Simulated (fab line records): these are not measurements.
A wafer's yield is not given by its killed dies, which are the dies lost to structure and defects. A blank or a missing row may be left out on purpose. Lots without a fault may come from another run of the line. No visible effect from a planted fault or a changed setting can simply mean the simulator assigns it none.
Which tool was responsible? ; flow sky130 ; 13 lots with 39 wafers sampled at 4 steps, on a route of 708 steps

WHAT THE GAUGES READ, wafer by wafer
SKY_SONOS_TUNNEL_TW_MEAS_12.
lot;measured;on;SONOS_TUNNEL_TW
L606;day 11 10:46;filmMetro-04;200.2 201.0 200.0
L609;day 12 04:28;filmMetro-01;198.2 198.4 197.7
L610;day 12 18:47;filmMetro-03;199.6 198.5 199.8
L611;day 12 22:38;filmMetro-01;198.1 197.2 196.8
L612;day 13 03:56;filmMetro-01;198.0 198.4 199.3
L613;day 13 07:03;filmMetro-03;197.5 197.7 198.3
L616;day 14 14:55;filmMetro-01;198.2 199.2 198.3
L618;day 15 08:41;filmMetro-01;198.7 197.8 198.9
L625;day 17 07:16;filmMetro-04;199.9 200.7 200.8
L626;day 18 04:10;filmMetro-01;198.6 199.2 198.5
L627;day 18 23:43;filmMetro-01;198.0 198.2 198.7
L629;day 19 13:26;filmMetro-04;199.3 200.2 199.3
L628;day 19 14:32;filmMetro-01;199.0 199.4 198.1

SKY_SONOS_ONO_THK_MEAS_05.
lot;measured;on;SONOS_ONO_CVD_04_THK (nm)
L606;day 11 17:05;filmMetro-03;5.68 5.69 5.64
L609;day 12 09:40;filmMetro-03;5.68 5.86 5.76
L610;day 13 00:00;filmMetro-03;5.71 5.74 5.74
L611;day 13 04:27;filmMetro-03;5.99 5.89 5.85
L612;day 13 09:34;filmMetro-03;5.79 5.71 5.78
L613;day 13 15:32;filmMetro-03;5.63 5.82 5.80
L616;day 14 21:02;filmMetro-03;5.96 5.91 5.88
L618;day 15 13:06;filmMetro-02;5.79 5.85 5.79
L625;day 17 15:03;filmMetro-03;5.81 5.90 5.80
L626;day 18 12:25;filmMetro-03;5.94 5.88 5.86
L627;day 19 06:17;filmMetro-02;5.84 5.93 5.87
L629;day 19 17:53;filmMetro-03;5.79 5.80 5.87
L628;day 19 19:47;filmMetro-03;5.82 5.72 5.81

SKY_POLY_GATE_THK_MEAS_01.
lot;measured;on;POLY_GATE_CVD_00_THK (nm)
L606;day 13 23:55;filmMetro-02;180.4 179.1 180.2
L609;day 14 21:04;filmMetro-02;181.1 181.8 180.1
L610;day 15 09:10;filmMetro-01;179.5 178.9 179.3
L611;day 15 14:47;filmMetro-02;179.7 179.0 179.8
L612;day 15 19:20;filmMetro-01;181.1 181.1 181.1
L613;day 16 04:57;filmMetro-03;179.5 180.3 179.3
L616;day 17 10:23;filmMetro-01;179.7 179.3 178.2
L625;day 20 09:45;filmMetro-01;181.3 181.8 178.9
L626;day 21 06:03;filmMetro-01;179.3 181.5 180.9
L627;day 22 00:41;filmMetro-01;180.0 180.2 178.2
L629;day 22 11:38;filmMetro-01;179.7 179.9 178.8
L628;day 22 13:46;filmMetro-03;182.0 182.2 182.7

WHAT TOOL EACH LOT RAN ON (gives the tool, then ch and the chambers of the sampled wafers, and finally the start)
lot;SKY_GATE_OXIDE_STRIP_13
L606;plasmaAsher-02 ch 0,1, day 13 20:55
L609;plasmaAsher-01 ch 0,1, day 14 15:53
L610;plasmaAsher-02 ch 0,1, day 15 05:41
L611;plasmaAsher-04 ch 0,1, day 15 11:44
L612;plasmaAsher-01 ch 0,1, day 15 16:02
L613;plasmaAsher-01 ch 0,1, day 16 01:58
L616;plasmaAsher-01 ch 0,1, day 17 06:26
L618;plasmaAsher-02 ch 0,1, day 18 00:28
L625;plasmaAsher-01 ch 0,1, day 20 06:49
L626;plasmaAsher-04 ch 0,1, day 21 03:02
L627;plasmaAsher-04 ch 0,1, day 21 21:44
L629;plasmaAsher-02 ch 1, day 22 08:26
L628;plasmaAsher-02 ch 0,1, day 22 10:07
- SKY_GATE_OXIDE_STRIP_13: strips in O2/N2.

AS READ BY THE TOOLS THEMSELVES (means over the sampled wafers that have a number; for cases with no such wafer, the mark the record gives instead)
SKY_GATE_OXIDE_STRIP_13.
lot;tool;drypumpMotorCurrentA (A);oesProductAu (a.u.);stripTimeToEndpointS (s)
L606;plasmaAsher-02;5.74;0.709;14.20
L609;plasmaAsher-01;5.69;0.714;14.16
L610;plasmaAsher-02;5.74;0.716;14.22
L611;plasmaAsher-04;5.92;0.716;14.17
L612;plasmaAsher-01;5.69;0.717;14.26
L613;plasmaAsher-01;5.64;0.713;14.23
L616;plasmaAsher-01;5.66;0.717;14.21
L618;plasmaAsher-02;5.75;0.949;-
L625;plasmaAsher-01;5.67;0.714;14.19
L626;plasmaAsher-04;5.92;0.712;14.17
L627;plasmaAsher-04;5.93;0.716;14.18
L629;plasmaAsher-02;5.89;0.719;14.23
L628;plasmaAsher-02;5.75;0.715;14.13

THE ANSWER, worked out from the rows above alone
Rule: the lots themselves supply what counts as usual. The widest of any qualifying gaps counts: lots, ordered by their means at a reading, are off when they make up no more than a third of the lots, leave a main group of 4 or more, and stand apart from it by 3 or more times the standard deviation of that group's means. A main group is skipped when, at the precision printed for the reading in the tables above, its means are all equal. A lot without any number at a reading at which 4 lots or more have one is off too. All remaining lots with rows at the step are treated as sound. First the gauges in route order, then the tools' own readings, where a lot's mean is used as printed above. The first step at which some lot is off is used, and at that step the reading that is off furthest; a lot without a number counts as furthest.
Off: L618, at SKY_GATE_OXIDE_STRIP_13 (stripTimeToEndpointS). Without a number there: L618. Main group: mean 14.20 s, sd 0.035.
If a tool, at that step or one of the process steps before it, ran each lot that is off and ran no sound lot following the first of them, it fits. Of those tried, none fits.

WHAT WAS PUT IN BY THE SIMULATOR
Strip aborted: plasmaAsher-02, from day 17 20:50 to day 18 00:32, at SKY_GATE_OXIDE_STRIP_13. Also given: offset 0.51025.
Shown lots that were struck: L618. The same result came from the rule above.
